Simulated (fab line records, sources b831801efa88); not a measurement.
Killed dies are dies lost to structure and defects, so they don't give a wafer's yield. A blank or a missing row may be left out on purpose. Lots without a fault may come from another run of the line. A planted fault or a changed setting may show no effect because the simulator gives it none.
A struck lot beside a sound one | flow sky130 | 16 steps out of a route of 708
Sound: wafers L746.3, L746.4, L746.5. Struck: wafers L759.1, L759.3. The cause comes at the end.
At each step with rows: each side's tool, then ch and its chambers, then its first start. Under that, the readings that differ: sound wafers | struck wafers | difference of the means | sigmas: that difference in standard deviations of wafers without a fault.
alike: readings whose means differ by less than 2 such deviations, and words and numbers that are the same on both sides. not compared: withheld readings, readings that some wafer has no value for, bounds like >300 that may hide the same value, and numbers for which the record gives no deviation and whose values overlap.
The two part at a step that has a row with sigmas, a row that says differs or no value, or rows on one side only. Numbers that don't overlap but have no deviation are shown without sigmas and don't part them. A reading that every wafer of one side lacks parts them only if that side has two wafers or more.

first, 4 steps without rows for these wafers: SKY_RES_XHIGH_EXPOSE_04 (exposes mask URPM, target cd 1270 nm); SKY_RES_XHIGH_PEB_05; SKY_RES_XHIGH_DEVELOP_06 (develop time 60 s); SKY_RES_XHIGH_IMPLANT_07.
SKY_RES_XHIGH_STRIP_08: strips in O2/N2.
  sound on plasma_asher-04 ch 0,1, day 27 18:52; struck on plasma_asher-02 ch 0,1, day 32 00:13
  alike: drypump_motor_current_A, oes_product_au, strip_time_to_endpoint_s
  not compared: rf_hours_counter_h
SKY_RES_XHIGH_TW_MEAS_09:
  sound on film_metro-01, day 27 18:57; struck on film_metro-02, day 32 00:19
  alike: RES_XHIGH_TW
then, 6 steps without rows for these wafers: SKY_SD_N_DEHYDRATE_00 (time 60 s); SKY_SD_N_HMDS_01 (prime time 60 s); SKY_SD_N_COAT_02 (resist thk 1140 nm); SKY_SD_N_SOFTBAKE_03 (time 60 s); SKY_SD_N_EXPOSE_04 (exposes mask NSDM, target cd 380 nm); SKY_SD_N_PEB_05.
SKY_SD_N_DEVELOP_06: develop time 60 s.
  sound on litho_track-03 ch 0, day 28 22:26; struck on litho_track-04 ch 0, day 33 03:07
SKY_SD_N_CD_MEAS_07: target cd 380 nm.
  sound on cd_sem-01, day 28 22:34; struck on cd_sem-02, day 33 03:16
  reading    | sound             | struck      | difference | sigmas
  cd_nm (nm) | 379.0 378.6 376.4 | 231.7 234.3 | -145.0     | -66
SKY_SD_N_OVL_MEAS_08:
  sound on overlay-02, day 28 22:40; struck on overlay-02, day 33 03:23
  alike: SD_N_OVL
-- the record jumps here: 16 days lie between the struck wafers' starts before and after (it left off in module SD_N and takes up again in module PAD_OPEN, whose first step shown is number 708 of the route) --
SKY_PAD_OPEN_PROBE_99:
  sound on prober-02, day 46 12:59; struck on prober-01, day 49 12:38
  reading             | sound    | struck | difference | sigmas
  killed_at_front_end | 27 19 19 | 12     | -10        | -2
  killed_at_other     | 0 1 1    | 2      | +1         | +2
  alike: killed_at_M0_to_M3, killed_at_M4_up, killed_at_contacts, killed_dies, killed_on_rim, killed_open, killed_short

WHERE THEY PART
First at SKY_SD_N_CD_MEAS_07; last, within this record, at SKY_PAD_OPEN_PROBE_99.

WHY: what the simulator had put in
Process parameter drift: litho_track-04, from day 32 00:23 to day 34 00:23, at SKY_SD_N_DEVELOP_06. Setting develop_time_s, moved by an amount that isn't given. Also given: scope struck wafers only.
